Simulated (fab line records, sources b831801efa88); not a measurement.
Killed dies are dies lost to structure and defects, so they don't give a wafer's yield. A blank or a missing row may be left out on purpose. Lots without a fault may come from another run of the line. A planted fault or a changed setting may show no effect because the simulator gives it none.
One fault seen from 2 desks | flow sfq_line | each desk has only its own numbers; what lay behind them comes last

THE METROLOGY DESK
What the gauges read, lot by lot, whatever tool the lot ran on: means of the sampled wafers that have a number. A lot is out of limits, marked OUT, if its mean lies more than 4 standard deviations from the usual mean; the brackets give that distance.
Columns: A = INCOMING_BOW at SFQ_INCOMING_BOW_MEAS_900, usual -1 um; B = L0_MONX_KI_RS at SFQ_L0_RS_MEAS_901, usual 43.5 ohm/sq; C = L0_MONX_KI_THK at SFQ_L0_THK_MEAS_902, usual 39.6 nm
lot  | first seen here | A  | B    | C
L158 | day 1 10:00     | -0 | 43.4 | 39.2
L165 | day 2 21:01     | 7  | 43.7 | 39.2
L170 | day 3 22:01     | -2 | 44.0 | 39.0
L171 | day 4 03:00     | 3  | 43.6 | 40.0
L179 | day 5 19:01     | -6 | 43.4 | 39.4
L181 | day 6 05:00     | -2 | 42.9 | 40.1
This desk's finding: nothing out of limits on any of the 6 lots.

THE TOOL OWNER'S DESK: rie_metal-04
The tool's own readings at SFQ_TRILAYER_L0_BARC_OPEN_METAL_ETCH_010 (etches BARC in O2, target depth 125 nm, time 41.7 s): means of the sampled wafers that have a number, for each lot that ran on this tool. A lot is out of limits, marked OUT, if its mean lies more than 4 standard deviations from the usual mean; the brackets give that distance.
Columns: A = drypump_motor_current_A at SFQ_TRILAYER_L0_BARC_OPEN_METAL_ETCH_010, usual 5.6 A; B = oes_product_au at SFQ_TRILAYER_L0_BARC_OPEN_METAL_ETCH_010, usual 0.685 a.u.; C = run_length_s at SFQ_TRILAYER_L0_BARC_OPEN_METAL_ETCH_010, usual 69.7 s
lot  | first seen here | A   | B               | C
L158 | day 3 09:13     | 5.8 | 0.684           | 69.3
L170 | day 7 01:09     | 5.1 | 0.899 (+49) OUT | 53.6 (-39) OUT
L171 | day 7 05:57     | 5.1 | 0.895 (+48) OUT | 53.6 (-39) OUT
This desk's finding: out of limits on L170, L171; first on L170, day 7 01:09 (oes_product_au at SFQ_TRILAYER_L0_BARC_OPEN_METAL_ETCH_010). In limits: L158.

PUT TOGETHER
The tool owner's desk could have raised an alarm at day 7 01:09, on L170, L171.
The metrology desk saw nothing out of limits.
The metrology desk has L170, L171 on record, within its limits.
Of the lots named, all ran SFQ_TRILAYER_L0_BARC_OPEN_METAL_ETCH_010 on rie_metal-04.

WHAT THE SIMULATOR HAD PUT IN
Process parameter drift: rie_metal-04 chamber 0, from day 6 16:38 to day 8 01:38, at SFQ_TRILAYER_L0_BARC_OPEN_METAL_ETCH_010. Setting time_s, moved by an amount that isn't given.
Lots struck among those shown: L170, L171.
Hours from the fault's start to each desk's first reading out of limits: the tool owner's desk, 9.
